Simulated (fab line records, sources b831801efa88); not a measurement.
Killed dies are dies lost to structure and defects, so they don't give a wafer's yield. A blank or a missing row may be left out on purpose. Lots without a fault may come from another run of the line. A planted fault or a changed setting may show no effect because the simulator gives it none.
Which tool did it? | flow gf180mcu | 13 lots, 39 wafers sampled, at 4 steps of a route of 602

WHAT THE GAUGES READ, wafer by wafer
GF_STI_THK_MEAS_22.
lot  | measured    | on            | STI_OXIDATION_01_THK (nm)
L990 | day 2 04:09 | film_metro-03 | 14.95 15.00 14.84
L991 | day 2 09:48 | film_metro-03 | 15.00 15.04 14.95
L992 | day 2 13:25 | film_metro-02 | 14.99 14.94 14.97
L993 | day 2 19:13 | film_metro-04 | 14.90 15.07 15.24
L994 | day 2 23:50 | film_metro-03 | 15.16 15.12 15.11
L998 | day 3 22:02 | film_metro-02 | 14.93 14.75 14.71
L999 | day 4 02:17 | film_metro-02 | 14.77 15.01 14.76
L105 | day 5 09:11 | film_metro-04 | 14.89 15.13 14.87
L109 | day 6 06:46 | film_metro-02 | 15.06 15.07 15.07
L110 | day 6 11:44 | film_metro-03 | 15.29 15.18 15.07
L111 | day 6 16:11 | film_metro-04 | 15.15 15.43 15.21
L112 | day 6 20:25 | film_metro-04 | 14.80 14.69 14.81
L113 | day 7 03:35 | film_metro-04 | 15.19 15.24 15.31

GF_HV_LDD_OVL_MEAS_32.
lot  | measured     | on         | HV_LDD_02_OVL (nm)
L990 | day 11 14:03 | overlay-02 | -2.3 -1.9 -1.9
L991 | day 11 20:10 | overlay-02 | 2.2 3.7 2.1
L992 | day 12 02:43 | overlay-02 | 3.9 1.7 3.9
L993 | day 12 12:30 | overlay-01 | 2.4 1.9 1.9
L994 | day 12 20:54 | overlay-01 | 0.7 1.0 1.0
L998 | day 14 09:29 | overlay-02 | 2.8 0.2 1.4
L999 | day 15 00:11 | overlay-01 | 2.4 3.1 3.3
L105 | day 16 16:20 | overlay-02 | -0.7 -1.1 -0.9
L109 | day 18 00:26 | overlay-01 | 1.0 1.2 0.7
L110 | day 18 06:23 | overlay-02 | 1.7 3.1 3.4
L111 | day 18 09:40 | overlay-01 | 1.0 -1.0 -0.7
L112 | day 18 23:03 | overlay-02 | -0.2 1.1 0.4
L113 | day 19 08:52 | overlay-02 | 2.5 -0.1 1.9

WHICH TOOL RAN EACH LOT (tool, then ch and the chambers of the sampled wafers, then the start)
lot  | GF_STI_ETCH_14                  | GF_VT_IMPLANT_STRIP_31
L990 | rie_si-02 ch 2,3, day 2 02:26   | plasma_asher-02 ch 0,1, day 6 23:14
L991 | rie_si-02 ch 1,2,3, day 2 08:08 | plasma_asher-04 ch 0,1, day 7 03:44
L992 | rie_si-01 ch 0,3, day 2 11:10   | plasma_asher-02 ch 0,1, day 7 08:14
L993 | rie_si-01 ch 1,2,3, day 2 17:34 | plasma_asher-02 ch 0,1, day 7 16:35
L994 | rie_si-01 ch 2,3, day 2 22:10   | plasma_asher-04 ch 0, day 7 23:38
L998 | rie_si-01 ch 2,3, day 3 18:49   | plasma_asher-04 ch 0,1, day 9 04:47
L999 | rie_si-02 ch 0,1,3, day 4 00:23 | plasma_asher-04 ch 0,1, day 9 18:11
L105 | rie_si-02 ch 0,2,3, day 5 07:07 | plasma_asher-03 ch 0,1, day 11 01:11
L109 | rie_si-02 ch 0,1,3, day 6 03:37 | plasma_asher-02 ch 0,1, day 12 03:59
L110 | rie_si-02 ch 0,1,2, day 6 09:28 | plasma_asher-04 ch 0,1, day 12 10:32
L111 | rie_si-02 ch 0,2,3, day 6 14:31 | plasma_asher-02 ch 0,1, day 12 16:08
L112 | rie_si-01 ch 0,2, day 6 18:43   | plasma_asher-02 ch 0,1, day 12 23:47
L113 | rie_si-01 ch 2,3, day 7 01:55   | plasma_asher-04 ch 0,1, day 13 07:44
- GF_STI_ETCH_14: etches Si in HBr/Cl2/O2, target depth 360 nm, time 102.9 s.
- GF_VT_IMPLANT_STRIP_31: strips in O2/N2.

WHAT THE TOOLS THEMSELVES READ (means of the sampled wafers that have a number; where no wafer has one, the mark that the record gives instead)
GF_STI_ETCH_14.
lot  | tool      | drypump_motor_current_A (A) | oes_product_au (a.u.) | throttle_valve_pct (%)
L990 | rie_si-02 | 5.6                         | 1.005                 | 25.657
L991 | rie_si-02 | 5.7                         | 1.012                 | 25.650
L992 | rie_si-01 | 5.7                         | 1.008                 | 25.655
L993 | rie_si-01 | 5.5                         | 1.010                 | 25.648
L994 | rie_si-01 | 5.3                         | 1.024                 | 25.648
L998 | rie_si-01 | 5.2                         | 1.007                 | 25.648
L999 | rie_si-02 | 6.0                         | 1.019                 | 25.644
L105 | rie_si-02 | 5.7                         | 1.003                 | 25.661
L109 | rie_si-02 | 6.0                         | 1.009                 | 25.652
L110 | rie_si-02 | 5.8                         | 1.010                 | 25.653
L111 | rie_si-02 | 5.7                         | 1.007                 | 25.656
L112 | rie_si-01 | 5.3                         | 1.001                 | 25.662
L113 | rie_si-01 | 5.1                         | 0.997                 | 25.645

GF_VT_IMPLANT_STRIP_31.
lot  | tool            | chamber_pressure_mTorr (mTorr) | drypump_motor_current_A (A) | heater_power_w (W) | o2_flow_sccm (sccm) | oes_product_au (a.u.) | platen_temp_c (C) | strip_time_to_endpoint_s (s)
L990 | plasma_asher-02 | 1500.8                         | 5.9                         | 328                | 2994                | 0.713                 | 249.27            | 12.82
L991 | plasma_asher-04 | 1500.6                         | 5.8                         | 327                | 2995                | 0.707                 | 249.26            | 12.88
L992 | plasma_asher-02 | 1501.7                         | 5.9                         | 310                | 2986                | 0.709                 | 249.27            | 12.80
L993 | plasma_asher-02 | 1499.7                         | 6.0                         | 328                | 3004                | 0.712                 | 249.12            | 12.85
L994 | plasma_asher-04 | 1499.9                         | 5.1                         | 316                | 3006                | 0.711                 | 249.02            | 12.82
L998 | plasma_asher-04 | 1600.0                         | 5.5                         | 323                | 2996                | 0.714                 | 249.27            | 12.65
L999 | plasma_asher-04 | 1600.0                         | 5.4                         | 321                | 3006                | 0.720                 | 249.08            | 12.64
L105 | plasma_asher-03 | 1501.2                         | 6.3                         | 299                | 3000                | 0.706                 | 249.26            | 12.82
L109 | plasma_asher-02 | 1500.4                         | 5.9                         | 325                | 3002                | 0.711                 | 249.16            | 12.83
L110 | plasma_asher-04 | 1500.2                         | 5.4                         | 321                | 3000                | 0.710                 | 249.27            | 12.81
L111 | plasma_asher-02 | 1500.3                         | 5.9                         | 328                | 3004                | 0.703                 | 249.38            | 12.77
L112 | plasma_asher-02 | 1499.0                         | 5.9                         | 323                | 3002                | 0.709                 | 249.17            | 12.76
L113 | plasma_asher-04 | 1500.7                         | 5.5                         | 324                | 2992                | 0.713                 | 249.14            | 12.86

THE ANSWER, worked out from the rows above alone
Rule: what is usual is taken from the lots themselves. Put in order of their means at a reading, lots are off if they are a third of the lots or fewer, leave a main group of 4 or more, and stand apart from it by a gap of 3 or more times the standard deviation of the main group's means; of several such gaps the widest counts. A main group whose means are all the same, to the digits that the tables above print for the reading, isn't used. A lot without any number at a reading at which 4 lots or more have one is off too. The other lots that the step has rows for count as sound. The gauges are gone through in route order, then the tools' own readings, and for those a lot's mean is taken as printed above. The first step at which some lot is off is used, and at that step the reading that is off furthest; a lot without a number counts as furthest.
Off: L998, L999, at GF_VT_IMPLANT_STRIP_31 (chamber_pressure_mTorr). The main group: mean 1500.4 mTorr, standard deviation 0.7.
A tool fits if, at that step or a process step before it, it ran every lot that is off, and no sound lot after the first of them. None of those tried fits.

WHAT THE SIMULATOR HAD PUT IN
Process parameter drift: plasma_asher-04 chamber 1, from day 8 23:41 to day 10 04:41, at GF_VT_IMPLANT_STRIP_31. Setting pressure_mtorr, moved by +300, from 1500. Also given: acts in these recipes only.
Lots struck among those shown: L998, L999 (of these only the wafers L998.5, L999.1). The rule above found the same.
